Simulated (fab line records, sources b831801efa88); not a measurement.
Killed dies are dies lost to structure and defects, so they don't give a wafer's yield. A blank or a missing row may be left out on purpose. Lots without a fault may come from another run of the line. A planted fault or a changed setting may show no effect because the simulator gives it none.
Problem report in the 8D (eight disciplines) form, filled by code | flow sky130 | the parts of the form that need people (team, actions taken, sign-off) are left out

1. THE PROBLEM
killed_at_front_end at SKY_PAD_OPEN_PROBE_99 reads a mean of 75 on 6 wafers of 2 lots; wafers without a fault read 15 with a standard deviation of 3.9. That is +15 standard deviations from the usual mean.
First seen on wafer L941.3, day 49 23:49, on prober-02. The record holds 6 wafers of 2 lots with a number at this step. Rule for "out", or "out of limits": more than 4 standard deviations from the usual mean. The other wafers with a number count as sound.

2. WHAT IT IS AND WHAT IT IS NOT
question                    | is                     | is not
which readings at this step | killed_at_front_end    | killed_at_M4_up, killed_at_contacts, killed_at_other
which lots                  | L941, L942             | -
which wafers of those lots  | all that have a number | -
read on which tools         | prober-01, prober-02   | -
when                        | from day 49 23:49      | up to then (0 sound wafers)

3. SUSPECTS, AND WHAT RULES EACH OUT
Counting: a tool at a process step up to the reading stays a suspect if it ran every lot that is out and no sound lot after the first of them.
- wet_bench-02 at SKY_FIELD_ISO_WET_ETCH_18 (etches Si3N4 in H3PO4, target depth 25 nm, time 286 s): kept. It ran every lot that is out, first L941 (day 6 00:53), and no sound lot after that.
Left after counting: wet_bench-02 at SKY_FIELD_ISO_WET_ETCH_18.

4. THE CAUSE (what the simulator had put in)
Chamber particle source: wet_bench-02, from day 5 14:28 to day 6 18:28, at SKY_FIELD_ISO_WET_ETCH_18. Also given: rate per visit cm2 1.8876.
Counting left only this tool.

5. THE CHAIN OF EFFECTS, in route order
Each row: a reading whose mean over the struck wafers that have a number lies more than 3 standard deviations from the usual. Only readings for which the record gives a usual standard deviation are gone through. hours: the time from each lot's start at the first step in this table that gives one to its start at this step, as a median over the lots. sigmas: the change in usual standard deviations.
hours | step                  | reading             | usual | on struck wafers | change | sigmas
0     | SKY_PAD_OPEN_PROBE_99 | killed_at_front_end | 15    | 75               | +60    | +15
0     | SKY_PAD_OPEN_PROBE_99 | killed_dies         | 86    | 138              | +52    | +5.5
The process steps in it:
- SKY_PAD_OPEN_PROBE_99

6. WHAT WOULD HAVE CAUGHT IT SOONER
In this record the first reading out of limits was taken at day 49 23:49, 1065 hours after the fault began at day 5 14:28.
All the lots that are out (2) had begun SKY_FIELD_ISO_WET_ETCH_18 on wet_bench-02 by day 49 23:49. A hold on the tool at that time would have spared none of them.
